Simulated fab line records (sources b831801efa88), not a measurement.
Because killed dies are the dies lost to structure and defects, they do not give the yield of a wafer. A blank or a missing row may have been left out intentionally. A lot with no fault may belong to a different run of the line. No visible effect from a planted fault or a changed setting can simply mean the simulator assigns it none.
Matching of chambers + flow gf180mcu + GF_CONTACT_ETCH_16 on rie diel-02 has 4 sister chambers
The step etches BARC in N2/H2. 4 wafers are shown with their chamber, then 8 later ones without.

WAFERS WITH THEIR CHAMBER
| wafer  | chamber | drypump motor current A (A) |
|--------|---------|-----------------------------|
| L087.4 | 3       | 5.3                         |
| L089.2 | 2       | 5.6                         |
| L089.5 | 1       | 5.9                         |
| L091.1 | 0       | 4.9                         |

WAFERS WITHOUT THEIR CHAMBER
| wafer  | drypump motor current A (A) |
|--------|-----------------------------|
| L091.4 | 5.6                         |
| L091.5 | 4.9                         |
| L092.2 | 5.3                         |
| L092.4 | 6.0                         |
| L092.5 | 5.9                         |
| L094.1 | 5.3                         |
| L094.5 | 5.6                         |
| L094.6 | 5.3                         |

EACH ONE'S CHAMBER
| wafer  | from the rows above | in truth |
|--------|---------------------|----------|
| L091.4 | 2                   | 2        |
| L091.5 | 0                   | 0        |
| L092.2 | 3                   | 3        |
| L092.4 | 1                   | 1        |
| L092.5 | 1                   | 1        |
| L094.1 | 3                   | 3        |
| L094.5 | 2                   | 2        |
| L094.6 | 3                   | 3        |
Correctly placed: 8 of 8. Not placeable from these rows: 0. Wrongly placed: 0.
How it was worked out, from the rows above alone: a wafer's distance from a chamber is the root of the sum, over the readings, of the square of ((its reading less the chamber's mean) divided by the reading's scatter). The wafer belongs to the nearest chamber; if the next one is less than 2 further off, it can't be placed. Each chamber's mean is taken over the wafers shown for it. The scatter: root of mean squared gap, hidden wafer to nearest shown wafer, with one shown wafer a chamber.
